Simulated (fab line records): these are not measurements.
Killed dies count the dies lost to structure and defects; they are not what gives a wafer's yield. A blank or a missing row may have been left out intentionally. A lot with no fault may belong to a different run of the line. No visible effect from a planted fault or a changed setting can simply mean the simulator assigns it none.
Comparing a struck lot with a sound one -- flow sky130 -- 14 steps out of a route of 708
Sound: these wafers, L115.1, L115.2, L115.4. Wafers struck: L111.1, L111.3, L111.6. The cause is named last.
Order at every step that has rows: each side's tool, ch and its chambers, its first start. Under that, the readings that differ: sound wafers -- struck wafers -- difference of the means -- sigmas: that difference in standard deviations of wafers without a fault.
alike: readings whose means differ by less than 2 such deviations, and words and numbers that are the same on both sides. not compared: withheld readings, readings that some wafer has no value for, bounds like >300 that may hide the same value, and numbers for which the record gives no deviation and whose values overlap.
Wherever a step has rows on one side only, a row that says differs or no value, or a row with sigmas, the two part there. Non-overlapping numbers with no deviation appear without sigmas and do not part them. A reading that every wafer of one side lacks parts them only if that side has two wafers or more.

SKY_FIELD_ISO_BOW_MEAS_00:
  sound on filmMetro-04, day 4 23:00; struck on filmMetro-04, day 4 03:00
  alike: INCOMING_BOW
then, 1 step without rows for these wafers: SKY_FIELD_ISO_OXIDATION_01 (stabilise 600 s, purge 300 s, target thk 12 nm).
SKY_FIELD_ISO_THK_MEAS_02:
  sound on filmMetro-04, day 5 00:43; struck on filmMetro-03, day 4 09:26
  alike: FIELD_ISO_OXIDATION_00_THK
then, 1 step without rows for these wafers: SKY_FIELD_ISO_CVD_03 (deposits Si3N4 from DCS/NH3, target thk 165 nm, time 2830 s).
SKY_FIELD_ISO_THK_MEAS_04:
  sound on filmMetro-03, day 5 02:34; struck on filmMetro-03, day 4 13:38
  alike: FIELD_ISO_CVD_03_THK
then, 7 steps without rows for these wafers: SKY_FIELD_ISO_DEHYDRATE_05 (time 60 s); SKY_FIELD_ISO_HMDS_06 (prime time 60 s); SKY_FIELD_ISO_COAT_07 (resist thk 60 nm); SKY_FIELD_ISO_COAT_08 (resist thk 450 nm); SKY_FIELD_ISO_SOFTBAKE_09 (time 90 s); SKY_FIELD_ISO_EXPOSE_10 (exposes mask FOM, target cd 150 nm); SKY_FIELD_ISO_PEB_11.
SKY_FIELD_ISO_DEVELOP_12: develop time 60 s.
  struck on lithoTrack-01, day 5 06:00; sound on lithoTrack-01 ch 0, day 5 19:00
  no value came back on the struck wafers for chillPlateTempC (C), developTimeS (s); on the sound wafers chillPlateTempC (C) reads 22.92 22.85 22.82
reading,sound,struck,difference,sigmas
model.KrF-thick_of_FIELD_ISO_COAT_08.thkNm (nm),435.1 435.4 435.4,451.7 451.9 451.3,+16.3,
SKY_FIELD_ISO_CD_MEAS_13 targets a cd of 150 nm.
  sound on cdSem-02, day 5 20:04; struck on cdSem-01, day 5 06:13
reading,sound,struck,difference,sigmas
cdNm (nm),151.5 151.3 151.2,- - -,no value on the struck wafers,

## WHERE THEY PART
Last at SKY_FIELD_ISO_CD_MEAS_13 as far as this record goes, first at SKY_FIELD_ISO_DEVELOP_12.

WHY: the cause the simulator had injected
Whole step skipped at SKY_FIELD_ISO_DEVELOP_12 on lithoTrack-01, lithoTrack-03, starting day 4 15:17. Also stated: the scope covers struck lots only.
